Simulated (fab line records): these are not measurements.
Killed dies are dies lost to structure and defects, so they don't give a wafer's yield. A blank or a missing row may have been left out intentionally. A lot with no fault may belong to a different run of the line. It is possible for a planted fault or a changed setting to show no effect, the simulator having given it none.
What tool caused it? -- flow gf180mcu -- 11 lots, 33 wafers sampled, at 2 steps of a route of 602

== WHAT EACH GAUGE READ, for each wafer ==
GF_VT_IMPLANT_TW_MEAS_10.
lot,measured,on,VT_IMPLANT_TW
L246,day 5 15:30,film metro-02,557 555 552
L247,day 5 21:45,film metro-03,559 559 557
L248,day 6 06:47,film metro-02,557 552 553
L249,day 6 09:11,film metro-02,556 559 555
L250,day 6 16:16,film metro-01,565 565 563
L251,day 7 01:00,film metro-02,559 558 559
L252,day 7 04:52,film metro-01,563 563 562
L253,day 7 10:31,film metro-03,364 364 365
L254,day 7 19:11,film metro-01,370 369 368
L255,day 7 23:43,film metro-03,362 363 362
L256,day 8 06:21,film metro-02,364 365 363

== WHICH TOOL RAN EACH LOT (tool, then ch and the chambers of the sampled wafers, then the start) ==
lot,GF_VT_IMPLANT_IMPLANT_08
L246,"implanter-02 ch 0, day 5 15:16"
L247,"implanter-03 ch 0, day 5 21:31"
L248,"implanter-02 ch 0, day 6 06:34"
L249,"implanter-02 ch 0, day 6 08:56"
L250,"implanter-02 ch 0, day 6 16:04"
L251,"implanter-02 ch 0, day 7 00:46"
L252,"implanter-03 ch 0, day 7 04:38"
L253,"implanter-03 ch 0, day 7 10:17"
L254,"implanter-03 ch 0, day 7 18:56"
L255,"implanter-01 ch 0, day 7 23:29"
L256,"implanter-01 ch 0, day 8 06:08"
- GF_VT_IMPLANT_IMPLANT_08

== THE ANSWER, worked out from the rows above alone ==
Rule: what is usual is taken from the lots themselves. Put in order of their means at a reading, lots are off if they are a third of the lots or fewer, leave a main group of 4 or more, and stand apart from it by a gap of 3 or more times the standard deviation of the main group's means; of several such gaps the widest counts. If all means in a main group match to the digits the tables above print for the reading, that group is not used. Also off: a lot with no number at a reading for which 4 or more lots have one. The other lots that the step has rows for count as sound.
No lot is off at any reading shown: from this, nothing can be told.

== WHAT WAS PUT IN BY THE SIMULATOR ==
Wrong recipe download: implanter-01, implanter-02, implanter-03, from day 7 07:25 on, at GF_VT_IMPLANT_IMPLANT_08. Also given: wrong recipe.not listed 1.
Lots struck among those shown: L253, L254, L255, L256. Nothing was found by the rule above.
